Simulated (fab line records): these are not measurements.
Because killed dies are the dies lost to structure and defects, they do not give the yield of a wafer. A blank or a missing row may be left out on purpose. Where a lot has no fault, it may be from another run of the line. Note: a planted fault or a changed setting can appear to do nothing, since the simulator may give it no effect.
Matching of chambers    flow sfq line    SFQ_TRILAYER_A5B_DEP_PECVD_129 on pecvd-02 has 3 sister chambers
The step deposits SiO2 from SiH4/N2O, time 133.33 s, target thk 600 nm. 16 wafers are shown with their chamber, then 8 later ones without.

== WAFERS, EACH WITH ITS CHAMBER ==
wafer   chamber  heater power w (W)  throttle valve pct (%)  chamber pressure Torr (Torr)
L507.3  1        113                 25.3                    2.395
L507.4  1        96                  25.3                    2.394
L507.5  2        38                  25.7                    2.408
L508.2  0        104                 23.8                    2.394
L508.4  1        110                 25.4                    2.398
L508.5  0        108                 23.7                    2.399
L510.3  0        107                 23.6                    2.409
L510.5  0        110                 24.1                    2.401
L510.6  2        40                  26.0                    2.398
L511.2  2        42                  25.8                    2.397
L511.4  0        92                  23.8                    2.401
L511.6  2        42                  25.8                    2.395
L516.2  1        104                 26.3                    2.388
L516.4  2        34                  26.9                    2.403
L516.6  0        91                  24.5                    2.404
L520.2  2        36                  26.4                    2.399

SIGNATURES (means of the wafers above)
reading                chamber 0  chamber 1  chamber 2  scatter within a chamber
heater power w         102.00     105.75     38.67      6.63
throttle valve pct     23.917     25.575     26.100     0.424
chamber pressure Torr  2.40133    2.39375    2.40000    0.00472
Rule: a wafer lies at a distance from a chamber equal to the root of the sum of squares, over the readings, of (its reading less the chamber's mean, divided by the reading's scatter). The wafer belongs to the nearest chamber; if the next one is less than 2 further off, it can't be placed. The scatter: take each reading less its chamber's mean, square it, sum over the shown wafers, divide by the number of wafers less the number of chambers, and take the root.

== WAFERS WHOSE CHAMBER IS MISSING ==
wafer   heater power w (W)  throttle valve pct (%)  chamber pressure Torr (Torr)
L520.3  109                 25.9                    2.408
L520.4  91                  24.5                    2.408
L523.2  109                 26.0                    2.396
L523.4  99                  24.5                    2.407
L523.6  94                  25.8                    2.404
L526.2  99                  26.1                    2.399
L526.3  108                 24.7                    2.402
L526.6  106                 26.0                    2.383

== EACH ONE'S CHAMBER ==
wafer   from the rows above      in truth
L520.3  can't be placed: 1 or 0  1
L520.4  can't be placed: 0 or 1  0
L523.2  1                        1
L523.4  0                        0
L523.6  can't be placed: 1 or 0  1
L526.2  1                        1
L526.3  can't be placed: 0 or 1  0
L526.6  1                        1
Correct placement for 4 of the 8. From these rows, 4 cannot be placed; in 4 the true chamber is one of the candidates. 0 placed wrongly.
